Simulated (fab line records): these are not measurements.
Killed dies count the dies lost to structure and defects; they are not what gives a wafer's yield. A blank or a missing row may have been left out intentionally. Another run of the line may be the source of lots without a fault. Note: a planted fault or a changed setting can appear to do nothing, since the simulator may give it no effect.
2 desks looking at one fault    flow sky130    each desk holds nothing but its own numbers, with what lay behind them at the end

## THE METROLOGY DESK
Means of the sampled wafers that have a number, per lot and without regard to the tool the lot ran on: this is what the gauges read. Any lot whose mean is over 4 standard deviations away from the usual mean is out of limits and marked OUT; that distance is given in the brackets.
Columns: A = CAPM_OVL at SKY_CAPM_OVL_MEAS_12, usual -0.1 nm
lot   first seen here  A
L284  day 37 02:21     1.6
L286  day 37 23:44     -2.4
L287  day 38 21:05     -2.0
L297  day 41 10:14     -0.5
L296  day 41 10:53     0.0
L298  day 41 14:52     -0.1
L299  day 42 02:29     -1.3
L300  day 42 05:11     2.3
L302  day 42 15:02     0.6
L303  day 43 07:47     1.6
L304  day 43 10:47     0.8
L305  day 43 16:29     0.2
This desk's finding: nothing out of limits on any of the 12 lots.

## DESK OF THE TOOL OWNER: plasmaAsher-02
The tool's own readings at SKY_LDD_HVN_STRIP_09 (strips in O2/N2): means of the sampled wafers that have a number, for each lot that ran on this tool. Any lot whose mean is over 4 standard deviations away from the usual mean is out of limits and marked OUT; that distance is given in the brackets.
Columns: A = drypumpMotorCurrentA at SKY_LDD_HVN_STRIP_09, usual 5.7 A; B = n2FlowSccm at SKY_LDD_HVN_STRIP_09, usual 300.0 sccm; C = oesProductAu at SKY_LDD_HVN_STRIP_09, usual 0.408 a.u.; D = stripTimeToEndpointS at SKY_LDD_HVN_STRIP_09, usual 4.135 s
lot   first seen here  A    B                C      D
L284  day 19 16:14     5.9  299.1            0.404  4.131
L286  day 20 17:11     5.9  360.4 (+65) OUT  0.402  4.123
L287  day 21 23:38     5.9  360.2 (+65) OUT  0.408  4.130
L296  day 25 02:26     5.9  298.9            0.409  4.133
L297  day 25 03:55     5.8  300.5            0.406  4.152
L300  day 26 02:20     5.9  300.2            0.406  4.130
L304  day 27 14:53     5.9  299.4            0.411  4.156
L305  day 27 22:43     5.9  299.7            0.408  4.153
This desk's verdict: out of limits on L286, L287, starting with L286 at day 20 17:11 (n2FlowSccm at SKY_LDD_HVN_STRIP_09). L284, L296, L297, L300, L304, L305: within limits.

## TAKEN TOGETHER
On L286, L287, at day 20 17:11, an alarm was possible from the tool owner's desk.
From the metrology desk's view, nothing was out of limits.
The metrology desk holds a record of L286, L287, inside its limits.
All the named lots went through SKY_LDD_HVN_STRIP_09 on plasmaAsher-02.

## WHAT THE SIMULATOR PUT IN
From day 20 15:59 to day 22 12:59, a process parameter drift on plasmaAsher-02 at SKY_LDD_HVN_STRIP_09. A move of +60 in setting n2FlowSccm, from 300. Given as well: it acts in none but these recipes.
Struck lots among those shown: L286, L287.
Hours from the fault's start to each desk's first reading out of limits: the tool owner's desk, 1.
